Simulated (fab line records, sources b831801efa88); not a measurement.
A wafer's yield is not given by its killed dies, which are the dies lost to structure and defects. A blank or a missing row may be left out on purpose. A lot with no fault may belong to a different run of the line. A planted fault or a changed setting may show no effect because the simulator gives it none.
Which tool was responsible? / flow gf180mcu / 13 lots with 39 wafers sampled at 5 steps, on a route of 602 steps

== WHAT THE GAUGES READ, wafer by wafer ==
GF_M2_CD_MEAS_14: target cd 280 nm. Usual: 280.4 nm for cdNm, sd 1.3.
lot=L296; measured=day 19 04:46; on=cdSem-01; cdNm (nm)=282.2 281.9 282.0; flag=
lot=L297; measured=day 19 10:56; on=cdSem-01; cdNm (nm)=278.8 279.8 279.3; flag=
lot=L298; measured=day 19 18:04; on=cdSem-01; cdNm (nm)=280.0 279.4 280.0; flag=
lot=L301; measured=day 21 04:24; on=cdSem-01; cdNm (nm)=227.4 280.4 199.5; flag=OFF
lot=L308; measured=day 23 15:37; on=cdSem-02; cdNm (nm)=276.6 278.1 278.3; flag=
lot=L309; measured=day 23 23:28; on=cdSem-02; cdNm (nm)=278.3 279.7 279.3; flag=
lot=L312; measured=day 24 20:07; on=cdSem-01; cdNm (nm)=281.0 281.0 280.0; flag=
lot=L313; measured=day 25 15:52; on=cdSem-01; cdNm (nm)=280.3 281.4 281.4; flag=
lot=L314; measured=day 25 22:40; on=cdSem-01; cdNm (nm)=281.6 281.3 280.5; flag=
lot=L315; measured=day 26 12:46; on=cdSem-02; cdNm (nm)=278.8 278.9 279.2; flag=
lot=L316; measured=day 26 13:31; on=cdSem-01; cdNm (nm)=280.8 281.1 280.2; flag=
lot=L318; measured=day 27 04:55; on=cdSem-02; cdNm (nm)=279.3 280.2 280.1; flag=
lot=L319; measured=day 27 07:17; on=cdSem-02; cdNm (nm)=282.1 282.7 281.1; flag=

GF_V2_THK_MEAS_03. Usual: V2_CVD_02_THK gives 851 nm (standard deviation 11).
lot=L296; measured=day 19 05:46; on=filmMetro-03; V2_CVD_02_THK (nm)=842 854 869; flag=
lot=L297; measured=day 19 11:56; on=filmMetro-01; V2_CVD_02_THK (nm)=851 858 867; flag=
lot=L298; measured=day 19 19:04; on=filmMetro-03; V2_CVD_02_THK (nm)=835 834 858; flag=
lot=L301; measured=day 21 05:24; on=filmMetro-03; V2_CVD_02_THK (nm)=854; flag=
lot=L308; measured=day 23 16:37; on=filmMetro-01; V2_CVD_02_THK (nm)=851 861 862; flag=
lot=L309; measured=day 24 00:29; on=filmMetro-01; V2_CVD_02_THK (nm)=844 862 862; flag=
lot=L312; measured=day 24 21:07; on=filmMetro-04; V2_CVD_02_THK (nm)=838 836 850; flag=
lot=L313; measured=day 25 16:54; on=filmMetro-04; V2_CVD_02_THK (nm)=848 841 855; flag=
lot=L314; measured=day 25 23:42; on=filmMetro-04; V2_CVD_02_THK (nm)=862 853 876; flag=
lot=L315; measured=day 26 13:46; on=filmMetro-01; V2_CVD_02_THK (nm)=846 868 866; flag=
lot=L316; measured=day 26 14:31; on=filmMetro-04; V2_CVD_02_THK (nm)=847 868 857; flag=
lot=L318; measured=day 27 05:56; on=filmMetro-04; V2_CVD_02_THK (nm)=841 840 850; flag=
lot=L319; measured=day 27 08:19; on=filmMetro-04; V2_CVD_02_THK (nm)=856 876 862; flag=

== TOOL THAT RAN EACH LOT (tool first, then ch and the chambers of the sampled wafers, then the start) ==
lot=L296; GF_V1_ETCH_16=rieDiel-04 ch 0,1, day 18 03:31; GF_V1_STRIP_18=plasmaAsher-04 ch 0,1, day 18 03:39; GF_M2_EXPOSE_11=krfScanner-02 ch 0, day 18 17:01
lot=L297; GF_V1_ETCH_16=rieDiel-03 ch 1,2,3, day 18 09:43; GF_V1_STRIP_18=plasmaAsher-02 ch 0,1, day 18 09:51; GF_M2_EXPOSE_11=krfScanner-01 ch 0, day 18 22:37
lot=L298; GF_V1_ETCH_16=rieDiel-01 ch 1,2,3, day 18 15:49; GF_V1_STRIP_18=plasmaAsher-03 ch 0,1, day 18 15:57; GF_M2_EXPOSE_11=krfScanner-02 ch 0, day 19 05:29
lot=L301; GF_V1_ETCH_16=rieDiel-04 ch 0,1,2, day 20 02:37; GF_V1_STRIP_18=plasmaAsher-02 ch 0,1, day 20 02:47; GF_M2_EXPOSE_11=krfScanner-02 ch 0, day 20 16:22
lot=L308; GF_V1_ETCH_16=rieDiel-03 ch 0,1,3, day 22 15:19; GF_V1_STRIP_18=plasmaAsher-02 ch 0,1, day 22 15:26; GF_M2_EXPOSE_11=krfScanner-01 ch 0, day 23 04:02
lot=L309; GF_V1_ETCH_16=rieDiel-03 ch 1,3, day 22 23:37; GF_V1_STRIP_18=plasmaAsher-03 ch 0,1, day 22 23:45; GF_M2_EXPOSE_11=krfScanner-01 ch 0, day 23 12:46
lot=L312; GF_V1_ETCH_16=rieDiel-04 ch 0,1,3, day 23 20:34; GF_V1_STRIP_18=plasmaAsher-04 ch 0,1, day 23 20:42; GF_M2_EXPOSE_11=krfScanner-02 ch 0, day 24 09:11
lot=L313; GF_V1_ETCH_16=rieDiel-01 ch 1,2, day 24 16:40; GF_V1_STRIP_18=plasmaAsher-02 ch 0,1, day 24 16:47; GF_M2_EXPOSE_11=krfScanner-02 ch 0, day 25 04:40
lot=L314; GF_V1_ETCH_16=rieDiel-04 ch 1,3, day 24 23:52; GF_V1_STRIP_18=plasmaAsher-03 ch 0,1, day 25 00:00; GF_M2_EXPOSE_11=krfScanner-02 ch 0, day 25 12:34
lot=L315; GF_V1_ETCH_16=rieDiel-01 ch 0, day 25 13:56; GF_V1_STRIP_18=plasmaAsher-03 ch 0,1, day 25 14:08; GF_M2_EXPOSE_11=krfScanner-01 ch 0, day 26 01:53
lot=L316; GF_V1_ETCH_16=rieDiel-04 ch 0,1,2, day 25 14:43; GF_V1_STRIP_18=plasmaAsher-02 ch 0,1, day 25 14:51; GF_M2_EXPOSE_11=krfScanner-01 ch 0, day 26 02:22
lot=L318; GF_V1_ETCH_16=rieDiel-03 ch 0,2,3, day 26 06:31; GF_V1_STRIP_18=plasmaAsher-03 ch 0,1, day 26 06:39; GF_M2_EXPOSE_11=krfScanner-02 ch 0, day 26 18:59
lot=L319; GF_V1_ETCH_16=rieDiel-04 ch 0,2,3, day 26 09:25; GF_V1_STRIP_18=plasmaAsher-04 ch 0,1, day 26 09:33; GF_M2_EXPOSE_11=krfScanner-02 ch 0, day 26 21:26
- GF_V1_ETCH_16: etches BARC in N2/H2.
- GF_V1_STRIP_18: strips in O2/N2.
- GF_M2_EXPOSE_11: exposes mask Metal2, target cd 280 nm.

== WHAT THE TOOLS THEMSELVES READ (means of the sampled wafers that have a number; where no wafer has one, the mark that the record gives instead) ==
GF_V1_ETCH_16. Usual: drypumpMotorCurrentA 6.0 A, standard deviation 0.35; n2FlowSccm 100.0 sccm, standard deviation 0.3; oesProductAu 0.855 a.u., standard deviation 0.0045; throttleValvePct 13.223 %, standard deviation 0.0088.
lot=L296; tool=rieDiel-04; drypumpMotorCurrentA (A)=5.9; n2FlowSccm (sccm)=100.0; oesProductAu (a.u.)=0.862; throttleValvePct (%)=13.218; flag=
lot=L297; tool=rieDiel-03; drypumpMotorCurrentA (A)=6.2; n2FlowSccm (sccm)=100.2; oesProductAu (a.u.)=0.859; throttleValvePct (%)=13.229; flag=
lot=L298; tool=rieDiel-01; drypumpMotorCurrentA (A)=6.0; n2FlowSccm (sccm)=100.2; oesProductAu (a.u.)=0.850; throttleValvePct (%)=13.222; flag=
lot=L301; tool=rieDiel-04; drypumpMotorCurrentA (A)=6.0; n2FlowSccm (sccm)=99.8; oesProductAu (a.u.)=0.853; throttleValvePct (%)=13.229; flag=
lot=L308; tool=rieDiel-03; drypumpMotorCurrentA (A)=6.1; n2FlowSccm (sccm)=100.0; oesProductAu (a.u.)=0.857; throttleValvePct (%)=13.222; flag=
lot=L309; tool=rieDiel-03; drypumpMotorCurrentA (A)=5.9; n2FlowSccm (sccm)=99.7; oesProductAu (a.u.)=0.858; throttleValvePct (%)=13.229; flag=
lot=L312; tool=rieDiel-04; drypumpMotorCurrentA (A)=6.0; n2FlowSccm (sccm)=99.8; oesProductAu (a.u.)=0.852; throttleValvePct (%)=13.217; flag=
lot=L313; tool=rieDiel-01; drypumpMotorCurrentA (A)=5.8; n2FlowSccm (sccm)=100.1; oesProductAu (a.u.)=0.855; throttleValvePct (%)=13.214; flag=
lot=L314; tool=rieDiel-04; drypumpMotorCurrentA (A)=5.7; n2FlowSccm (sccm)=100.1; oesProductAu (a.u.)=0.855; throttleValvePct (%)=13.218; flag=
lot=L315; tool=rieDiel-01; drypumpMotorCurrentA (A)=5.7; n2FlowSccm (sccm)=99.7; oesProductAu (a.u.)=0.854; throttleValvePct (%)=13.224; flag=
lot=L316; tool=rieDiel-04; drypumpMotorCurrentA (A)=5.9; n2FlowSccm (sccm)=99.9; oesProductAu (a.u.)=0.851; throttleValvePct (%)=13.217; flag=
lot=L318; tool=rieDiel-03; drypumpMotorCurrentA (A)=6.3; n2FlowSccm (sccm)=99.9; oesProductAu (a.u.)=0.853; throttleValvePct (%)=13.215; flag=
lot=L319; tool=rieDiel-04; drypumpMotorCurrentA (A)=6.1; n2FlowSccm (sccm)=100.0; oesProductAu (a.u.)=0.856; throttleValvePct (%)=13.224; flag=

GF_V1_STRIP_18. Usual: drypumpMotorCurrentA 5.7 A, standard deviation 0.41; heaterPowerW 347 W, standard deviation 28; n2FlowSccm 299.8 sccm, standard deviation 0.9; oesProductAu 0.594 a.u., standard deviation 0.0048.
lot=L296; tool=plasmaAsher-04; drypumpMotorCurrentA (A)=6.3; heaterPowerW (W)=335; n2FlowSccm (sccm)=299.7; oesProductAu (a.u.)=0.595; flag=
lot=L297; tool=plasmaAsher-02; drypumpMotorCurrentA (A)=5.6; heaterPowerW (W)=381; n2FlowSccm (sccm)=300.0; oesProductAu (a.u.)=0.593; flag=
lot=L298; tool=plasmaAsher-03; drypumpMotorCurrentA (A)=5.7; heaterPowerW (W)=337; n2FlowSccm (sccm)=300.4; oesProductAu (a.u.)=0.597; flag=
lot=L301; tool=plasmaAsher-02; drypumpMotorCurrentA (A)=5.3; heaterPowerW (W)=359; n2FlowSccm (sccm)=300.0; oesProductAu (a.u.)=0.603; flag=
lot=L308; tool=plasmaAsher-02; drypumpMotorCurrentA (A)=5.6; heaterPowerW (W)=380; n2FlowSccm (sccm)=299.5; oesProductAu (a.u.)=0.598; flag=
lot=L309; tool=plasmaAsher-03; drypumpMotorCurrentA (A)=5.7; heaterPowerW (W)=328; n2FlowSccm (sccm)=299.2; oesProductAu (a.u.)=0.597; flag=
lot=L312; tool=plasmaAsher-04; drypumpMotorCurrentA (A)=6.3; heaterPowerW (W)=335; n2FlowSccm (sccm)=300.3; oesProductAu (a.u.)=0.591; flag=
lot=L313; tool=plasmaAsher-02; drypumpMotorCurrentA (A)=5.6; heaterPowerW (W)=386; n2FlowSccm (sccm)=300.0; oesProductAu (a.u.)=0.592; flag=
lot=L314; tool=plasmaAsher-03; drypumpMotorCurrentA (A)=5.7; heaterPowerW (W)=325; n2FlowSccm (sccm)=300.2; oesProductAu (a.u.)=0.588; flag=
lot=L315; tool=plasmaAsher-03; drypumpMotorCurrentA (A)=5.7; heaterPowerW (W)=334; n2FlowSccm (sccm)=299.8; oesProductAu (a.u.)=0.592; flag=
lot=L316; tool=plasmaAsher-02; drypumpMotorCurrentA (A)=5.3; heaterPowerW (W)=361; n2FlowSccm (sccm)=299.5; oesProductAu (a.u.)=0.592; flag=
lot=L318; tool=plasmaAsher-03; drypumpMotorCurrentA (A)=5.7; heaterPowerW (W)=334; n2FlowSccm (sccm)=299.1; oesProductAu (a.u.)=0.589; flag=
lot=L319; tool=plasmaAsher-04; drypumpMotorCurrentA (A)=6.2; heaterPowerW (W)=327; n2FlowSccm (sccm)=299.6; oesProductAu (a.u.)=0.593; flag=

GF_M2_EXPOSE_11. Usual: 27.94 for exposureDoseMJCm2, sd 0.03.
lot=L296 tool=krfScanner-02 exposureDoseMJCm2=27.94 flag=
lot=L297 tool=krfScanner-01 exposureDoseMJCm2=27.95 flag=
lot=L298 tool=krfScanner-02 exposureDoseMJCm2=27.95 flag=
lot=L301 tool=krfScanner-02 exposureDoseMJCm2=25.22 flag=OFF
lot=L308 tool=krfScanner-01 exposureDoseMJCm2=27.96 flag=
lot=L309 tool=krfScanner-01 exposureDoseMJCm2=27.92 flag=
lot=L312 tool=krfScanner-02 exposureDoseMJCm2=27.91 flag=
lot=L313 tool=krfScanner-02 exposureDoseMJCm2=27.94 flag=
lot=L314 tool=krfScanner-02 exposureDoseMJCm2=27.95 flag=
lot=L315 tool=krfScanner-01 exposureDoseMJCm2=27.99 flag=
lot=L316 tool=krfScanner-01 exposureDoseMJCm2=27.92 flag=
lot=L318 tool=krfScanner-02 exposureDoseMJCm2=27.92 flag=
lot=L319 tool=krfScanner-02 exposureDoseMJCm2=27.88 flag=

== THE ANSWER, worked out from the rows above alone ==
Rule: a lot counts as off when the mean over its wafers that have a number is more than 3 standard deviations away from the usual mean. A lot without any number at a reading at which 4 lots or more have one is off too. Where the step has rows for the other lots, those lots are counted as sound. After the gauges, taken in route order, come the tools' own readings; for these a lot's mean is taken, as printed above. At the first step where some lot is off, the reading lying furthest off is the one used; lots without a number count as furthest.
Off, at GF_M2_CD_MEAS_14 on cdNm: L301.
If a tool, at a process step before that reading, ran all the lots that are off and no sound lot after the first of them, it fits. The gauges at GF_M2_CD_MEAS_14 aren't tried: what is off there is off at GF_M2_EXPOSE_11 too, on other tools, and a gauge's error can't cause that. None of those tried fits.

== WHAT WAS PUT IN BY THE SIMULATOR ==
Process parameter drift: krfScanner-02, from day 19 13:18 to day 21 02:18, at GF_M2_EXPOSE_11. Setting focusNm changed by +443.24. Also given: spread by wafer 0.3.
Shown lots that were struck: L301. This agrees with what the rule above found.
